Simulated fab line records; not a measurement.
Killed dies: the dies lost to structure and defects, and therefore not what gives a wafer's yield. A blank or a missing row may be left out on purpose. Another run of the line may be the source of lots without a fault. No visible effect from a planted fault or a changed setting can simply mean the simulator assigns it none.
fab line records	flow sky130
record: lots: 10	wafers: 30	last-day: 50
route steps=708 shown VIA3@588 CAP2M@616 PAD_OPEN@708
lots with no fault: from the same line, run without faults
start-h: the number of hours between the record's first day and the start of the first shown wafer of the lot	wait-h: hours since the lot's step before	" same as the row above	L1.1+2: several wafers, shown together as one row	- no value, or no start given	* or withheld: withheld	< > ~ a bound
route shown NAME@n: names a module that has steps shown in the file, with the first one's number in the route	usual: mean and standard deviation over wafers with no fault	same: alike in all rows	chamber/n: place in a boat	sites: each site's reading	_std_site: standard deviation of those values	_edge_site: outer sites' mean less inner sites'	radius-mm: for every site, how far away it sits from the centre of the wafer	mask NAME#n: copy n	behind: tool/chamber where the wafer was last shaped	hold: the reason the lot was held/the length of the hold in hours/how it ended	device: names the non-switching transistor (n, p or np)	end of line: tests of these same wafers at the route's end	a step given without rows: its recipe and nothing more	killed: count of dies lost to structure and defects at first sort (not the wafer's yield)	map: shows each die of a wafer: x if killed, . if not, _ if none is there
set.NAME: the setting that was run; set.NAME@STEP: the one run at that earlier step	model.NAME: the simulator's own value behind a step, which no gauge read
one table for each step of the route and one row for each wafer, over a sample of lots
services: a tool's chamber out of use, with start hour (start-h, from the record's first day; less than 0 if before it), hours out, and reason
== steps ==
step: SKY_VIA3_ETCH_15
recipe: target: SiO2	chemistry: C4F8/O2/Ar	target-depth-nm: 507	stop-on: TiN	mask-material: KrF-thick	source-w: 1500	bias-w: 1200	pressure-mtorr: 40	c4f8-flow-sccm: withheld	O2_flow_sccm: 6	Ar_flow_sccm: 300	time-s: 78
usual: bias-w: 1200/3.3	chamber-pressure-mTorr: 40.00/0.04	oes-product-au: 0.947/0.0046
lot.wafer	tool	chamber	start-h	wait-h	bias-w	chamber-pressure-mTorr	oes-product-au	rf-hours-counter-h
L870.1	rie-diel-01	0	961.92	0.0	1199	40.03	0.943	10
L870.3	"	2	"	"	1201	40.00	0.945	19
L870.4	"	3	"	"	1197	39.95	0.942	11
L872.3	rie-diel-02	1	966.47	0.0	1199	39.96	0.948	6
L872.4	"	0	"	"	1197	40.00	0.951	-
L872.6	"	1	"	"	1200	40.02	0.941	-
L874.1	rie-diel-01	3	988.98	0.0	1201	39.95	0.943	11
L874.3	"	2	"	"	1201	40.02	0.945	20
L874.4	"	0	"	"	1202	40.00	0.943	11
L875.2	rie-diel-04	3	997.68	0.0	1203	40.02	0.941	9
L875.4	"	2	"	"	1202	39.94	0.951	-
L875.5	"	0	"	"	1202	40.09	0.940	-
L877.1	rie-diel-01	0	1011.22	0.0	1197	40.01	0.946	12
L877.3	"	1	"	"	1201	39.94	0.954	17
L877.4	"	2	"	"	1201	40.00	0.950	21
L878.1	rie-diel-01	0	1013.17	0.0	1204	40.04	0.950	12
L878.3	"	3	"	"	1203	39.96	0.946	13
L878.6	"	1	"	"	1200	40.02	0.945	-
L879.2	rie-diel-02	2	1039.08	0.0	1204	40.08	0.947	14
L879.4	"	2	"	"	1200	40.03	0.949	-
L879.5	"	3	"	"	1196	40.01	0.939	-
L883.2	rie-diel-02	1	1042.13	0.0	1196	40.00	0.951	7
L883.5	"	2	"	"	1202	40.04	0.955	-
L883.6	"	3	"	"	1197	39.95	0.943	-
L884.4	rie-diel-04	1	1045.91	0.0	1202	39.95	0.943	-
L884.5	"	2	"	"	1194	39.99	0.942	-
L884.6	"	0	"	"	1199	40.06	0.952	-
L889.2	rie-diel-04	0	1076.14	0.0	1204	40.00	0.945	13
L889.4	"	1	"	"	1203	39.99	0.947	2
L889.5	"	0	"	"	1200	40.01	0.936	-
step: SKY_VIA3_STRIP_16
recipe: chemistry: O2/N2	power-w: 1400	pressure-mtorr: 1500	platen-temp-c: withheld	o2-flow-sccm: 3000	n2-flow-sccm: 300	overash-fraction: 0.5
usual: drypump-motor-current-A: 5.6/0.4	oes-product-au: 0.402/0.0048	strip-time-to-endpoint-s: 4.133/0.021
same: overash-fraction: 0.5
lot.wafer	tool	chamber	start-h	wait-h	drypump-motor-current-A	oes-product-au	rf-hours-counter-h	strip-time-to-endpoint-s
L870.1	plasma-asher-01	1	961.98	0.0	5.9	0.406	22	4.151
L870.3	"	0	"	"	5.8	0.405	-	4.107
L870.4	"	1	"	"	5.9	0.395	-	4.127
L872.3	plasma-asher-03	1	966.56	0.1	5.8	0.398	-	4.173
L872.4	"	0	"	"	4.9	0.406	-	4.145
L872.6	"	1	"	"	5.8	0.401	-	4.136
L874.1	plasma-asher-03	0	989.04	0.0	4.9	0.399	114	4.120
L874.3	"	1	"	"	5.8	0.407	-	4.154
L874.4	"	0	"	"	4.9	0.404	-	4.131
L875.2	plasma-asher-03	0	997.74	0.0	4.9	0.411	116	4.139
L875.4	"	0	"	"	4.9	0.402	-	4.116
L875.5	"	0	"	"	4.9	0.403	-	4.095
L877.1	plasma-asher-03	1	1011.28	0.0	5.8	0.398	117	4.122
L877.3	"	1	"	"	5.8	0.395	-	4.105
L877.4	"	0	"	"	4.9	0.411	-	4.098
L878.1	plasma-asher-03	1	1013.23	0.0	5.8	0.401	117	4.147
L878.3	"	1	"	"	5.8	0.398	-	4.112
L878.6	"	0	"	"	4.9	0.401	-	4.123
L879.2	plasma-asher-01	0	1039.14	0.0	5.9	0.402	30	4.128
L879.4	"	0	"	"	5.9	0.398	-	4.134
L879.5	"	1	"	"	5.9	0.402	-	4.100
L883.2	plasma-asher-03	0	1042.19	0.0	4.9	0.409	120	4.135
L883.5	"	1	"	"	5.8	0.395	-	4.151
L883.6	"	0	"	"	4.9	0.405	-	4.110
L884.4	plasma-asher-02	0	1045.97	0.0	5.7	0.395	-	4.114
L884.5	"	1	"	"	5.8	0.401	-	4.113
L884.6	"	0	"	"	5.7	0.401	-	4.146
L889.2	plasma-asher-03	1	1076.20	0.0	5.8	0.403	1	4.136
L889.4	"	0	"	"	4.9	0.403	-	4.146
L889.5	"	0	"	"	4.9	0.402	-	4.134
step: SKY_VIA3_SPUTTER_20
recipe: material: TiN	target-thk-nm: 20	chamber-pressure-pa: 5	power-w: 4000	time-s: 80
usual: throttle-valve-pct: 30.0/0.94
lot.wafer	tool	chamber	start-h	wait-h	throttle-valve-pct
L870.1	pvd-sputter-02	-	962.57	0.0	28.5
L870.3	"	-	"	"	29.9
L870.4	"	-	"	"	28.4
L872.3	pvd-sputter-03	-	967.12	0.0	30.4
L872.4	"	-	"	"	30.7
L872.6	"	-	"	"	29.1
L874.1	pvd-sputter-01	-	989.63	0.0	30.8
L874.3	"	-	"	"	31.3
L874.4	"	-	"	"	29.6
L875.2	pvd-sputter-03	-	998.39	0.0	30.7
L875.4	"	-	"	"	28.7
L875.5	"	-	"	"	29.0
L877.1	pvd-sputter-03	-	1011.91	0.0	30.5
L877.3	"	-	"	"	28.7
L877.4	"	-	"	"	29.1
L878.1	pvd-sputter-03	-	1013.83	0.0	29.0
L878.3	"	-	"	"	31.3
L878.6	"	-	"	"	29.0
L879.2	pvd-sputter-03	-	1039.73	0.0	30.7
L879.4	"	-	"	"	29.1
L879.5	"	-	"	"	28.9
L883.2	pvd-sputter-01	-	1042.79	0.0	31.0
L883.5	"	-	"	"	30.9
L883.6	"	-	"	"	29.7
L884.4	pvd-sputter-02	-	1046.57	0.0	28.1
L884.5	"	-	"	"	31.1
L884.6	"	-	"	"	30.3
L889.2	pvd-sputter-02	-	1076.79	0.0	30.3
L889.4	"	-	"	"	28.3
L889.5	"	-	"	"	30.1
step: SKY_CAP2M_METAL_ETCH_13
recipe: target-depth-nm: 220	stop-on: SiO2	chemistry: Cl2/BCl3	target: TiN	pressure-mtorr: 10	icp-w: 900	bias-w: 48.5	Cl2_flow_sccm: 60	bcl3-flow-sccm: 30	time-s: 62.9
usual: bcl3-flow-sccm: 30.00/0.086	bias-w: 48.53/0.14	drypump-motor-current-A: 5.8/0.33	oes-product-au: 0.940/0.0064	throttle-valve-pct: 21.901/0.0097
lot.wafer	tool	chamber	start-h	wait-h	bcl3-flow-sccm	bias-w	drypump-motor-current-A	oes-product-au	rf-hours-counter-h	throttle-valve-pct
L870.1	rie-metal-01	1	986.56	0.0	29.92	48.36	6.0	0.942	14	21.891
L870.3	"	0	"	"	30.01	48.48	6.0	0.939	-	21.886
L870.4	"	1	"	"	29.78	48.74	6.0	0.932	-	21.902
L872.3	rie-metal-02	1	991.18	0.0	29.94	48.50	6.0	0.934	-	21.899
L872.4	"	0	"	"	30.01	48.59	5.6	0.952	-	21.881
L872.6	"	0	"	"	30.14	48.69	5.6	0.933	-	21.911
L874.1	rie-metal-01	1	1013.21	0.0	30.07	48.42	5.9	0.945	16	21.905
L874.3	"	1	"	"	30.08	48.39	5.9	0.948	-	21.906
L874.4	"	1	"	"	30.11	48.55	6.0	0.939	-	21.896
L875.2	rie-metal-02	1	1022.07	0.0	29.95	48.70	6.0	0.931	10	21.910
L875.4	"	1	"	"	30.01	48.56	6.0	0.931	-	21.897
L875.5	"	0	"	"	29.96	48.42	5.6	0.928	-	21.900
L877.1	rie-metal-04	1	1035.27	0.0	29.97	48.50	5.3	0.953	14	21.899
L877.3	"	0	"	"	29.94	48.66	5.1	0.951	-	21.877
L877.4	"	1	"	"	29.88	48.53	5.3	0.947	-	21.882
L878.1	rie-metal-01	1	1036.51	0.0	30.06	48.64	5.9	0.944	19	21.892
L878.3	"	1	"	"	30.08	48.55	6.0	0.938	-	21.908
L878.6	"	1	"	"	29.99	48.52	5.9	0.943	-	21.901
L879.2	rie-metal-02	1	1062.53	0.0	-	-	-	-	-	-
L879.4	"	1	"	"	-	-	-	-	-	-
L879.5	"	1	"	"	-	-	-	-	-	-
L883.2	rie-metal-02	1	1064.89	0.0	-	-	-	-	-	-
L883.5	"	1	"	"	-	-	-	-	-	-
L883.6	"	1	"	"	-	-	-	-	-	-
L884.4	rie-metal-02	1	1068.84	0.1	-	-	-	-	-	-
L884.5	"	1	"	"	-	-	-	-	-	-
L884.6	"	1	"	"	-	-	-	-	-	-
L889.2	rie-metal-04	1	1097.81	0.0	29.98	48.52	5.2	0.932	18	21.910
L889.4	"	0	"	"	30.02	48.43	5.1	0.924	-	21.897
L889.5	"	1	"	"	30.06	48.53	5.3	0.939	-	21.897
step: SKY_CAP2M_STRIP_14
recipe: chemistry: O2/N2	power-w: 1400	pressure-mtorr: 1500	platen-temp-c: withheld	o2-flow-sccm: 3000	n2-flow-sccm: 300	overash-fraction: 0.5
usual: drypump-motor-current-A: 5.7/0.36	oes-product-au: 0.710/0.0047	strip-time-to-endpoint-s: 12.68/0.045
same: overash-fraction: 0.5
lot.wafer	tool	chamber	start-h	wait-h	drypump-motor-current-A	oes-product-au	rf-hours-counter-h	strip-time-to-endpoint-s
L870.1	plasma-asher-03	1	986.63	0.1	5.8	0.712	114	12.65
L870.3	"	0	"	"	4.9	0.713	-	12.62
L870.4	"	1	"	"	5.8	0.707	-	12.64
L872.3	plasma-asher-03	0	991.27	0.1	4.9	0.706	-	12.63
L872.4	"	1	"	"	5.8	0.704	-	12.59
L872.6	"	0	"	"	4.9	0.705	-	12.63
L874.1	plasma-asher-04	1	1013.37	0.1	6.0	0.714	58	12.66
L874.3	"	1	"	"	6.0	0.712	-	12.67
L874.4	"	0	"	"	5.8	0.710	-	12.64
L875.2	plasma-asher-03	0	1022.14	0.1	4.9	0.708	118	12.69
L875.4	"	0	"	"	4.9	0.713	-	12.70
L875.5	"	1	"	"	5.8	0.711	-	12.69
L877.1	plasma-asher-01	1	1035.34	0.1	5.9	0.707	29	12.64
L877.3	"	1	"	"	5.9	0.719	-	12.66
L877.4	"	0	"	"	5.9	0.701	-	12.68
L878.1	plasma-asher-01	1	1036.67	0.1	5.9	0.719	29	12.65
L878.3	"	0	"	"	5.9	0.707	-	12.67
L878.6	"	0	"	"	5.8	0.710	-	12.73
L879.2	plasma-asher-04	0	1062.66	0.1	5.8	0.722	63	14.16
L879.4	"	0	"	"	5.8	0.706	-	14.17
L879.5	"	0	"	"	5.8	0.714	-	14.19
L883.2	plasma-asher-01	0	1065.02	0.1	5.8	0.721	33	14.28
L883.5	"	0	"	"	5.9	0.712	-	14.22
L883.6	"	1	"	"	5.9	0.702	-	14.22
L884.4	plasma-asher-03	1	1068.95	0.1	5.8	0.717	-	14.20
L884.5	"	0	"	"	4.9	0.711	-	14.14
L884.6	"	1	"	"	5.8	0.719	-	14.17
L889.2	plasma-asher-04	1	1097.89	0.1	6.0	0.710	66	12.61
L889.4	"	1	"	"	6.0	0.711	-	12.63
L889.5	"	1	"	"	6.0	0.708	-	12.65
step: SKY_PAD_OPEN_PROBE_99
usual: defect-limited-yield: 82.4/2.2	killed_at_M0_to_M3: 44/7.7	killed_at_M4_up: 3.2/1.7	killed-at-contacts: 24/5.3	killed-at-front-end: 15/4.3	killed-at-other: 0.3/0.57	killed-dies: 87/11	killed-on-rim: 17/3.8	killed-open: 47/7.4	killed-short: 40/6.5	sort_bin_3_pad_short: 0.8/0.4	sort_bin_5_function: 10.5/1.6	sort_bin_6_memory: 6.3/1.2	sort-n-pass: 405/11	sort-yield-pct: 82.4/2.2
same: gross-dies: 492	killed-at-back-side: 0	sort_bin_4_leakage[%]: 0	sort_bin_8_speed[%]: 0
lot.wafer	tool	chamber	start-h	wait-h	defect-limited-yield[%]	killed_at_M0_to_M3	killed_at_M4_up	killed-at-contacts	killed-at-front-end	killed-at-other	killed-dies	killed-on-rim	killed-open	killed-short	sort_bin_3_pad_short[%]	sort_bin_5_function[%]	sort_bin_6_memory[%]	sort-n-pass	sort-yield-pct[%]
L870.1	prober-02	-	1102.60	0.1	81.1	51	7	22	12	1	93	18	52	41	1.4	11.2	6.3	399	81.1
L870.3	prober-02	-	1102.70	0.2	80.1	47	5	25	20	1	98	25	60	38	0.8	10.8	8.3	394	80.1
L870.4	prober-02	-	1102.75	0.2	83.5	38	4	25	14	0	81	19	48	33	0.6	10.8	5.1	411	83.5
L875.2	prober-01	-	1133.65	0.1	84.6	38	4	17	17	0	76	9	41	35	1.0	9.3	5.1	416	84.6
L875.4	prober-01	-	1133.75	0.2	79.9	50	6	23	20	0	99	22	53	46	1.2	11.2	7.7	393	79.9
L875.5	prober-01	-	1133.80	0.2	84.1	43	2	24	9	0	78	17	48	29	0.2	10.4	5.3	414	84.1
L878.1	prober-02	-	1145.80	0.1	81.7	41	4	24	21	0	90	23	46	44	1.8	10.2	6.3	402	81.7
L878.3	prober-02	-	1145.90	0.2	80.5	50	3	24	18	1	96	19	48	48	0.6	13.6	5.3	396	80.5
L878.6	prober-02	-	1146.05	0.2	82.1	46	3	16	23	0	88	20	38	50	0.8	12.0	5.1	404	82.1
L879.2	prober-02	-	1167.94	0.1	0	42	3	27	15	405	492	96	43	44	0.6	93.5	5.9	0	0
L879.4	prober-02	-	1168.04	0.2	0	35	0	22	11	424	492	96	41	27	0.8	95.3	3.9	0	0
L879.5	prober-02	-	1168.09	0.2	0	46	4	23	11	408	492	96	43	41	1.2	93.1	5.7	0	0
L883.2	prober-01	-	1169.60	0.1	0	47	5	33	20	387	492	96	57	49	1.4	91.1	7.5	0	0
L883.5	prober-01	-	1169.75	0.2	0	48	3	26	20	395	492	96	59	37	0.6	91.5	7.9	0	0
L883.6	prober-01	-	1169.80	0.2	0	39	2	20	18	413	492	96	46	33	0.8	93.5	5.7	0	0
L884.4	prober-02	-	1172.25	0.2	0	50	2	19	15	406	492	96	40	46	1.4	91.7	6.9	0	0
L884.5	prober-02	-	1172.30	0.2	0	50	3	14	17	408	492	96	39	45	1.0	93.9	5.1	0	0
L884.6	prober-02	-	1172.35	0.2	0	32	3	25	16	416	492	96	36	40	0.6	93.9	5.5	0	0
killed by level:class
L870.1 METAL2:geometric-particle:short=11 VIA1:geometric-particle:open=10 VIA2:geometric-particle:open=10 CONTACT:geometric-particle:open=9 POLY_GATE:geometric-particle:open=7 VIA3:geometric-particle:open=6 METAL4:geometric-particle:short=6 VIA2:geometric-particle:short=5
L870.3 VIA3:geometric-particle:open=11 VIA1:geometric-particle:open=9 VIA2:geometric-particle:open=8 FIELD_ISO:geometric-particle:open=7 CONTACT:geometric-particle:open=7 LI_CONTACT:geometric-particle:open=6 CONTACT:geometric-particle:short=5 METAL1:geometric-particle:short=4
L870.4 CONTACT:geometric-particle:open=9 VIA3:geometric-particle:open=7 VIA2:geometric-particle:open=7 LI_CONTACT:geometric-particle:open=7 CONTACT:geometric-particle:short=7 METAL2:geometric-particle:short=6 VIA1:geometric-particle:open=5 FIELD_ISO:geometric-particle:open=4
L875.2 VIA1:geometric-particle:open=8 VIA3:geometric-particle:open=8 LI_CONTACT:geometric-particle:open=7 CONTACT:geometric-particle:open=6 POLY_GATE:geometric-particle:short=5 FIELD_ISO:geometric-particle:short=4 VIA1:geometric-particle:short=4 VIA2:geometric-particle:open=4
L875.4 VIA1:geometric-particle:open=13 CONTACT:geometric-particle:short=8 METAL2:geometric-particle:short=8 VIA2:geometric-particle:open=8 CONTACT:geometric-particle:open=6 VIA3:geometric-particle:open=6 POLY_GATE:geometric-particle:open=5 LI_CONTACT:geometric-particle:open=5
L875.5 VIA1:geometric-particle:open=13 CONTACT:geometric-particle:open=9 VIA3:geometric-particle:open=8 LI_CONTACT:geometric-particle:open=8 VIA3:geometric-particle:short=4 CONTACT:geometric-particle:short=4 LI_CONTACT:geometric-particle:short=3 METAL1:geometric-particle:short=3
L878.1 FIELD_ISO:geometric-particle:open=9 VIA3:geometric-particle:open=8 METAL2:geometric-particle:short=8 LI_CONTACT:geometric-particle:short=7 VIA1:geometric-particle:open=7 LI_CONTACT:geometric-particle:open=5 CONTACT:geometric-particle:short=5 VIA2:geometric-particle:open=4
L878.3 VIA3:geometric-particle:open=11 FIELD_ISO:geometric-particle:short=7 VIA2:geometric-particle:open=7 LI_CONTACT:geometric-particle:open=7 CONTACT:geometric-particle:open=6 VIA1:geometric-particle:open=6 METAL2:geometric-particle:short=5 VIA2:geometric-particle:short=5
L878.6 FIELD_ISO:geometric-particle:short=8 METAL1:geometric-particle:short=7 METAL2:geometric-particle:short=7 VIA1:geometric-particle:open=6 VIA3:geometric-particle:short=6 FIELD_ISO:geometric-particle:open=5 LOCAL_INTERCONNECT:geometric-particle:short=5 CONTACT:geometric-particle:open=5
L879.2 CAP2M:area-etch=405 VIA1:geometric-particle:open=8 CONTACT:geometric-particle:open=8 LOCAL_INTERCONNECT:geometric-particle:short=7 METAL1:geometric-particle:short=7 VIA2:geometric-particle:open=6 LI_CONTACT:geometric-particle:open=5 METAL2:geometric-particle:short=5
L879.4 CAP2M:area-etch=424 LI_CONTACT:geometric-particle:open=10 VIA1:geometric-particle:open=10 CONTACT:geometric-particle:open=7 POLY_GATE:geometric-particle:short=5 METAL3:geometric-particle:short=5 POLY_GATE:geometric-particle:open=4 VIA3:geometric-particle:open=4
L879.5 CAP2M:area-etch=408 VIA3:geometric-particle:open=10 VIA1:geometric-particle:open=9 VIA1:geometric-particle:short=8 CONTACT:geometric-particle:open=7 LI_CONTACT:geometric-particle:open=6 POLY_GATE:geometric-particle:open=5 LI_CONTACT:geometric-particle:short=4
L883.2 CAP2M:area-etch=386 VIA1:geometric-particle:open=14 CONTACT:geometric-particle:open=13 LI_CONTACT:geometric-particle:open=9 VIA3:geometric-particle:open=8 CONTACT:geometric-particle:short=7 METAL1:geometric-particle:short=6 VIA1:geometric-particle:short=6
L883.5 CAP2M:area-etch=395 VIA1:geometric-particle:open=15 LI_CONTACT:geometric-particle:open=10 CONTACT:geometric-particle:open=8 VIA2:geometric-particle:open=7 FIELD_ISO:geometric-particle:open=6 METAL1:geometric-particle:short=6 LOCAL_INTERCONNECT:geometric-particle:short=5
L883.6 CAP2M:area-etch=413 VIA1:geometric-particle:open=10 CONTACT:geometric-particle:open=9 FIELD_ISO:geometric-particle:open=8 METAL1:geometric-particle:short=8 FIELD_ISO:geometric-particle:short=6 LI_CONTACT:geometric-particle:open=5 VIA3:geometric-particle:open=5
L884.4 CAP2M:area-etch=406 VIA1:geometric-particle:open=10 VIA3:geometric-particle:open=8 VIA3:geometric-particle:short=7 METAL1:geometric-particle:short=6 CONTACT:geometric-particle:open=6 VIA1:geometric-particle:short=5 FIELD_ISO:geometric-particle:short=4
L884.5 CAP2M:area-etch=408 VIA1:geometric-particle:open=13 VIA2:geometric-particle:open=7 VIA3:geometric-particle:short=7 POLY_GATE:geometric-particle:short=6 VIA3:geometric-particle:open=6 METAL1:geometric-particle:short=6 FIELD_ISO:geometric-particle:short=4
L884.6 CAP2M:area-etch=416 LI_CONTACT:geometric-particle:open=10 FIELD_ISO:geometric-particle:short=6 LOCAL_INTERCONNECT:geometric-particle:short=6 METAL1:geometric-particle:short=6 VIA1:geometric-particle:open=6 VIA2:geometric-particle:open=5 FIELD_ISO:geometric-particle:open=4
== services ==
tool	chamber	start-h	hours	kind
pvd-sputter-02	-	945.25	1.4	repair
plasma-asher-04	-	951.16	5.2	repair
rie-diel-02	-	953.94	0.1	repair
pvd-sputter-02	-	954.11	7.1	repair
plasma-asher-04	-	957.84	2.2	repair
rie-diel-02	3	959.71	38.9	repair
rie-diel-02	-	972.40	41.5	repair
rie-diel-04	2	974.19	9.8	repair
rie-diel-01	3	980.28	5.1	repair
rie-diel-02	-	980.28	0.2	repair
rie-diel-04	0	981.65	4.8	repair
rie-metal-01	1	998.79	8.6	repair
rie-metal-01	0	1005.77	28.4	repair
plasma-asher-01	-	1020.73	2.8	pm
plasma-asher-04	-	1030.86	0.5	repair
rie-diel-04	1	1031.67	3.5	repair
rie-diel-04	3	1035.45	10.4	repair
rie-diel-02	0	1037.10	9.4	repair
rie-metal-02	0	1037.48	9.4	repair
plasma-asher-03	-	1055.25	9.0	pm
pvd-sputter-03	-	1058.21	7.2	repair
rie-diel-01	-	1063.24	2.8	pm
plasma-asher-01	-	1070.76	2.4	repair
pvd-sputter-03	-	1076.68	0.8	repair
== key ==
first-sign: step: SKY_CAP2M_METAL_ETCH_13	reading: tool-record	direction: missing
effect: step: SKY_CAP2M_STRIP_14	reading: strip-time-to-endpoint-s	direction: up	sigmas: 34	usual: *	struck: *
effect: step: SKY_PAD_OPEN_PROBE_99	reading: killed-at-other	direction: up	sigmas: 99+	usual: 0.3	struck: 406.9
more-kills-born-at: SKY_CAP2M_METAL_ETCH_13@rie-metal-02: 3661
met-at SKY_CAP2M_METAL_ETCH_13
struck-lots L879,L883,L884
later-rows-left-out L879.2,L879.4,L879.5,L883.2,L883.5,L883.6,L884.4,L884.5,L884.6
not-acting-at SKY_VIA3_ETCH_15,SKY_VIA3_STRIP_16,SKY_VIA3_SPUTTER_20
onset-between 1022.07 1062.53
fault: kind: skipped-step-whole	tool: rie-metal-02	chamber: -	onset-h: 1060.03	steps: SKY_CAP2M_METAL_ETCH_13	scope: struck-lots-only
later-rows-left-out: the simulator's readings of these wafers behind a module that went badly wrong aren't trusted and aren't shown, but for the sort
